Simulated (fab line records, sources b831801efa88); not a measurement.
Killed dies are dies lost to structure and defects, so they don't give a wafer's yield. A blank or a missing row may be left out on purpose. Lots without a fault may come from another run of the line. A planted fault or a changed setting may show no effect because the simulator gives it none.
A struck lot beside a sound one | flow sky130 | 15 steps out of a route of 708
Sound: wafers L932.2, L932.4, L932.5. Struck: wafers L923.1, L923.3, L923.5. The cause comes at the end.
At each step with rows: each side's tool, then ch and its chambers, then its first start. Under that, the readings that differ: sound wafers | struck wafers | difference of the means | sigmas: that difference in standard deviations of wafers without a fault.
alike: readings whose means differ by less than 2 such deviations, and words and numbers that are the same on both sides. not compared: withheld readings, readings that some wafer has no value for, bounds like >300 that may hide the same value, and numbers for which the record gives no deviation and whose values overlap.
The two part at a step that has a row with sigmas, a row that says differs or no value, or rows on one side only. Numbers that don't overlap but have no deviation are shown without sigmas and don't part them. A reading that every wafer of one side lacks parts them only if that side has two wafers or more.

SKY_METAL2_SPUTTER_02: material AlCu, target thk 250 nm, time 13.3 s.
  sound on pvd_sputter-02, day 39 13:01; struck on pvd_sputter-01, day 37 05:04
  alike: throttle_valve_pct
SKY_METAL2_SPUTTER_03: material Ti, target thk 5 nm, time 3.3 s.
  sound on pvd_sputter-02, day 39 13:02; struck on pvd_sputter-01, day 37 05:05
  alike: throttle_valve_pct
SKY_METAL2_SPUTTER_04: material TiN, target thk 70 nm, time 58.3 s.
  sound on pvd_sputter-02, day 39 13:03; struck on pvd_sputter-01, day 37 05:07
  alike: throttle_valve_pct
SKY_METAL2_RS_MEAS_05: measures by four-point-probe.
  sound on film_metro-01, day 39 13:07; struck on film_metro-04, day 37 05:09
  alike: METAL2_ALCU_RS
SKY_METAL2_THK_MEAS_06: measures by xrf.
  sound on film_metro-01, day 39 13:14; struck on film_metro-04, day 37 05:16
  alike: METAL2_ALCU_THK
then, 7 steps without rows for these wafers: SKY_METAL2_DEHYDRATE_07 (time 60 s); SKY_METAL2_HMDS_08 (prime time 60 s); SKY_METAL2_COAT_09 (resist thk 60 nm); SKY_METAL2_COAT_10 (resist thk 450 nm); SKY_METAL2_SOFTBAKE_11 (time 90 s); SKY_METAL2_EXPOSE_12 (exposes mask MM2, target cd 140 nm); SKY_METAL2_PEB_13.
SKY_METAL2_DEVELOP_14: develop time 60 s.
  sound on litho_track-04 ch 0, day 40 14:00; struck on litho_track-03 ch 0, day 38 06:00
  reading              | sound             | struck            | difference | sigmas
  developer_temp_C (C) | 20.98 21.02 21.06 | 21.87 22.01 21.97 | +0.93      | +9
SKY_METAL2_CD_MEAS_15: target cd 140 nm.
  sound on cd_sem-01, day 40 14:20; struck on cd_sem-02, day 38 06:26
  alike: cd_nm
-- the record jumps here: 10 days lie between the struck wafers' starts before and after (it left off in module METAL2 and takes up again in module PAD_OPEN, whose first step shown is number 708 of the route) --
SKY_PAD_OPEN_PROBE_99:
  sound on prober-01, day 49 22:07; struck on prober-01, day 48 05:52
  alike: defect_limited_yield, killed_at_M0_to_M3, killed_at_M4_up, killed_at_contacts, killed_at_front_end, killed_at_other, killed_dies, killed_open, killed_short, sort_bin_3_pad_short, sort_bin_5_function, sort_bin_6_memory, sort_n_pass, sort_yield_pct

WHERE THEY PART
Only at SKY_METAL2_DEVELOP_14, within this record. Later steps at which nothing parts them and some readings are alike: SKY_METAL2_CD_MEAS_15, SKY_PAD_OPEN_PROBE_99.

WHY: what the simulator had put in
Process parameter drift: litho_track-03, from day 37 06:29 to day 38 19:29, at SKY_METAL2_DEVELOP_14. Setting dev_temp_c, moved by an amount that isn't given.
